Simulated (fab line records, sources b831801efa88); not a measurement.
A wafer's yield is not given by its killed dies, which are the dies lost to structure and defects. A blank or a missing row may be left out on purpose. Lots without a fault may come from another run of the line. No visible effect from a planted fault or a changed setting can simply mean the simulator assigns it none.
Code-filled problem report in 8D (eight disciplines) form + flow sky130 + the parts of the form that need people (team, actions taken, sign-off) are left out

== 1. WHAT WENT WRONG ==
Mean NWELL_2_TW at SKY_NWELL_TW_MEAS_26: 798 over 9 wafers in 3 lots; fault-free wafers: 492, standard deviation 4.8. Measured from the usual mean, that is +64 standard deviations.
Seen first at day 9 09:14 on film-metro-01, wafer L785.3. The record holds 39 wafers of 13 lots with a number at this step. The rule behind "out" and "out of limits": a value lying over 4 standard deviations away from the usual mean. Any other wafer with a number is counted as sound.

== 2. WHAT THIS IS AND IS NOT ==
| question                    | is                                          | is not                                                                                 |
|-----------------------------|---------------------------------------------|----------------------------------------------------------------------------------------|
| which readings at this step | NWELL_2_TW                                  | -                                                                                      |
| which lots                  | L785, L787, L788                            | L770, L771, L772, L775, L778, L782, L786, L789, L790, L792                             |
| which wafers of those lots  | all that have a number                      | -                                                                                      |
| read on which gauges        | film-metro-01, film-metro-03, film-metro-04 | -                                                                                      |
| when                        | from day 9 09:14                            | up to then (18 sound wafers); but 12 sound wafers of L786, L789, L790, L792 came after |

== 3. THE SUSPECTS, EACH WITH WHAT RULES IT OUT ==
Counting: any tool at a process step up to the reading is kept as a suspect provided that every lot that is out went through it and no sound lot did after the first of them.
- the gauge at SKY_NWELL_TW_MEAS_26: ruled out. The wafers that are out were read on 3 gauges (film-metro-01, film-metro-03, film-metro-04).
- implanter-02 at SKY_NWELL_IMPLANT_24: kept. It ran every lot that is out, first L785 (day 9 09:01), and no sound lot after that; its last sound lot up to then is L778 (day 7 14:05). Its own readings are out on those wafers: dose-ions-cm2, faraday-current-uA.
Left after counting: implanter-02 at SKY_NWELL_IMPLANT_24.

== 4. THE CAUSE (what the simulator had put in) ==
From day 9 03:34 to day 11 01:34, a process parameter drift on implanter-02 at SKY_NWELL_IMPLANT_24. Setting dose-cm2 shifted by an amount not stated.
This tool alone remained once counting was done.

== 5. THE CHAIN OF EFFECTS, in route order ==
Rows list readings where the struck wafers' mean (over those with a number) sits beyond 3 standard deviations from the usual. Scope: only readings with a usual standard deviation given in the record; hours: median across lots of the time from each lot's start at the first step in this table that gives one to its start at this step; sigmas: change in usual standard deviations.
| hours | step                 | reading            | usual   | on struck wafers | change   | sigmas      |
|-------|----------------------|--------------------|---------|------------------|----------|-------------|
| 0     | SKY_NWELL_IMPLANT_24 | dose-ions-cm2      | 9.2e+12 | 4.3e+13          | +3.4e+13 | +99 or more |
| 0     | SKY_NWELL_IMPLANT_24 | faraday-current-uA | 52.0    | 240.4            | +188.4   | +99 or more |
| 0     | SKY_NWELL_TW_MEAS_26 | NWELL_2_TW         | 492     | 798              | +306     | +64         |
Its process steps:
- SKY_NWELL_IMPLANT_24
At these later measuring or inspecting steps, every struck wafer for which the step has a row has a number for every such reading, and none has moved that far: SKY_NWELL_RS_MEAS_29.

== 6. WHAT WOULD HAVE CAUGHT IT SOONER ==
In this record the first reading out of limits at a measuring or inspecting step was taken at day 9 09:14, 6 hours after the fault began at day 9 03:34.
At SKY_NWELL_IMPLANT_24, the tool's own readings (dose-ions-cm2, faraday-current-uA) were out on each struck wafer the step has a row for, so an alarm limit on them would have fired on the first such wafer.
L787, L788, from the lots that are out (3), started SKY_NWELL_IMPLANT_24 on implanter-02 later than day 9 09:14. A hold on the tool at that time would have spared those 2.
